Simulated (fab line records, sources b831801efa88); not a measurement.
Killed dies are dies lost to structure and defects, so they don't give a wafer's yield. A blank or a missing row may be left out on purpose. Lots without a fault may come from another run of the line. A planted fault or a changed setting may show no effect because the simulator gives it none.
Which tool did it? | flow gf180mcu | 13 lots, 39 wafers sampled, at 4 steps of a route of 602

WHAT THE GAUGES READ, wafer by wafer
GF_M4_OVL_MEAS_15. Usual: M4_OVL 1 nm, standard deviation 4.8.
lot  | measured     | on         | M4_OVL (nm) | flag
L839 | day 23 08:03 | overlay-01 | 2 -2 0      |
L840 | day 24 02:50 | overlay-01 | -2 1 4      |
L841 | day 24 09:16 | overlay-01 | 3 6 13      |
L842 | day 24 16:45 | overlay-01 | 4 -1 9      |
L843 | day 24 20:20 | overlay-02 | 3 2 6       |
L844 | day 25 03:32 | overlay-01 | -3 0 -6     |
L846 | day 26 03:44 | overlay-01 | 1 -7 -5     |
L851 | day 27 13:18 | overlay-02 | 1 2 -7      |
L853 | day 28 04:38 | overlay-02 | -5 -6 -9    |
L858 | day 29 15:11 | overlay-01 | 0 -4 6      |
L859 | day 29 19:42 | overlay-02 | 5 3 2       |
L860 | day 30 02:35 | overlay-02 | 7 7 4       |
L861 | day 30 13:15 | overlay-02 | -1 -3 -7    |

WHICH TOOL RAN EACH LOT (tool, then ch and the chambers of the sampled wafers, then the start)
lot  | GF_V3_SPUTTER_22             | GF_V3_CVD_23                  | GF_M4_SPUTTER_03
L839 | pvd_sputter-03, day 22 08:18 | cvd_w-01 ch 0,1, day 22 08:20 | pvd_sputter-01, day 22 09:08
L840 | pvd_sputter-02, day 23 02:55 | cvd_w-02 ch 0,1, day 23 02:57 | pvd_sputter-01, day 23 03:42
L841 | pvd_sputter-03, day 23 09:49 | cvd_w-01 ch 0,1, day 23 09:51 | pvd_sputter-01, day 23 10:36
L842 | pvd_sputter-02, day 23 17:54 | cvd_w-01 ch 0,1, day 23 17:59 | pvd_sputter-04, day 23 18:41
L843 | pvd_sputter-02, day 23 22:07 | cvd_w-01 ch 0,1, day 23 22:09 | pvd_sputter-04, day 23 22:54
L844 | pvd_sputter-04, day 24 04:58 | cvd_w-02 ch 0,1, day 24 05:00 | pvd_sputter-02, day 24 05:45
L846 | pvd_sputter-03, day 25 06:09 | cvd_w-02 ch 0,1, day 25 06:11 | pvd_sputter-02, day 25 06:56
L851 | pvd_sputter-04, day 26 16:16 | cvd_w-02 ch 0,1, day 26 16:19 | pvd_sputter-02, day 26 17:04
L853 | pvd_sputter-04, day 27 07:57 | cvd_w-01 ch 0,1, day 27 07:59 | pvd_sputter-02, day 27 08:44
L858 | pvd_sputter-02, day 28 15:15 | cvd_w-01 ch 1, day 28 15:17   | pvd_sputter-01, day 28 20:40
L859 | pvd_sputter-03, day 28 21:39 | cvd_w-01 ch 0,1, day 28 21:41 | pvd_sputter-01, day 29 01:28
L860 | pvd_sputter-03, day 29 07:03 | cvd_w-01 ch 0,1, day 29 07:05 | pvd_sputter-04, day 29 07:50
L861 | pvd_sputter-02, day 29 17:32 | cvd_w-02 ch 0,1, day 29 17:34 | pvd_sputter-01, day 29 18:23
- GF_V3_SPUTTER_22: material TiN, target thk 10 nm, time 40 s.
- GF_V3_CVD_23: deposits W, target thk 350 nm, time 104.9 s.
- GF_M4_SPUTTER_03: material Ti, target thk 10 nm, time 6.7 s.

WHAT THE TOOLS THEMSELVES READ (means of the sampled wafers that have a number; where no wafer has one, the mark that the record gives instead)
GF_V3_SPUTTER_22. Usual: cathode_dc_power_W 4000.0 W, standard deviation 0.66; chamber_pressure_pa 4.998 Pa, standard deviation 0.0091; throttle_valve_pct 29.8 %, standard deviation 1.2.
lot  | tool           | cathode_dc_power_W (W) | chamber_pressure_pa (Pa) | throttle_valve_pct (%) | flag
L839 | pvd_sputter-03 | 4000.1                 | 4.994                    | 29.8                   |
L840 | pvd_sputter-02 | 4000.3                 | 5.003                    | 29.5                   |
L841 | pvd_sputter-03 | 4000.1                 | 4.996                    | 29.9                   |
L842 | pvd_sputter-02 | 3999.9                 | 4.990                    | 29.6                   |
L843 | pvd_sputter-02 | 4000.1                 | 4.992                    | 29.1                   |
L844 | pvd_sputter-04 | 3999.6                 | 5.004                    | 30.6                   |
L846 | pvd_sputter-03 | 4000.8                 | 4.996                    | 29.1                   |
L851 | pvd_sputter-04 | 3999.9                 | 4.993                    | 30.6                   |
L853 | pvd_sputter-04 | 4000.0                 | 5.000                    | 30.6                   |
L858 | pvd_sputter-02 | 3999.4                 | 4.998                    | 29.8                   |
L859 | pvd_sputter-03 | 3999.9                 | 4.993                    | 29.5                   |
L860 | pvd_sputter-03 | 3999.8                 | 4.998                    | 29.7                   |
L861 | pvd_sputter-02 | 3999.7                 | 5.004                    | 29.6                   |

GF_V3_CVD_23. Usual: heater_power_w 801 W, standard deviation 55.
lot  | tool     | heater_power_w (W) | flag
L839 | cvd_w-01 | 781                |
L840 | cvd_w-02 | 794                |
L841 | cvd_w-01 | 818                |
L842 | cvd_w-01 | 784                |
L843 | cvd_w-01 | 781                |
L844 | cvd_w-02 | 801                |
L846 | cvd_w-02 | 795                |
L851 | cvd_w-02 | 790                |
L853 | cvd_w-01 | 837                |
L858 | cvd_w-01 | 739                |
L859 | cvd_w-01 | 792                |
L860 | cvd_w-01 | 828                |
L861 | cvd_w-02 | 787                |

GF_M4_SPUTTER_03. Usual: cathode_dc_power_W 3000.0 W, standard deviation 0.56; chamber_pressure_pa 0.3000 Pa, standard deviation 0.00055; throttle_valve_pct 30.1 %, standard deviation 0.82.
lot  | tool           | cathode_dc_power_W (W) | chamber_pressure_pa (Pa) | throttle_valve_pct (%) | flag
L839 | pvd_sputter-01 | 3000.0                 | 0.3000                   | 30.1                   |
L840 | pvd_sputter-01 | 2999.6                 | 0.2998                   | 30.2                   |
L841 | pvd_sputter-01 | 3000.1                 | 0.3000                   | 29.7                   |
L842 | pvd_sputter-04 | 2999.7                 | 0.3001                   | 30.6                   |
L843 | pvd_sputter-04 | 3000.0                 | 0.3002                   | 30.5                   |
L844 | pvd_sputter-02 | 3000.2                 | 0.2992                   | 30.0                   |
L846 | pvd_sputter-02 | 3000.0                 | 0.2997                   | 29.7                   |
L851 | pvd_sputter-02 | 2830.4                 | 0.2995                   | 29.2                   | OFF
L853 | pvd_sputter-02 | 2830.5                 | 0.2998                   | 29.7                   | OFF
L858 | pvd_sputter-01 | 3000.0                 | 0.3002                   | 30.6                   |
L859 | pvd_sputter-01 | 3000.5                 | 0.3000                   | 30.6                   |
L860 | pvd_sputter-04 | 3000.3                 | 0.2996                   | 30.4                   |
L861 | pvd_sputter-01 | 3000.0                 | 0.2996                   | 30.3                   |

THE ANSWER, worked out from the rows above alone
Rule: a lot is off if the mean of its wafers that have a number lies more than 3 standard deviations from the usual mean. A lot without any number at a reading at which 4 lots or more have one is off too. The other lots that the step has rows for count as sound. The gauges are gone through in route order, then the tools' own readings, and for those a lot's mean is taken as printed above. The first step at which some lot is off is used, and at that step the reading that is off furthest; a lot without a number counts as furthest.
Off: L851, L853, at GF_M4_SPUTTER_03 (cathode_dc_power_W).
A tool fits if, at that step or a process step before it, it ran every lot that is off, and no sound lot after the first of them. Can't be told from this: 2 tools fit, pvd_sputter-04 at GF_V3_SPUTTER_22, pvd_sputter-02 at GF_M4_SPUTTER_03.

WHAT THE SIMULATOR HAD PUT IN
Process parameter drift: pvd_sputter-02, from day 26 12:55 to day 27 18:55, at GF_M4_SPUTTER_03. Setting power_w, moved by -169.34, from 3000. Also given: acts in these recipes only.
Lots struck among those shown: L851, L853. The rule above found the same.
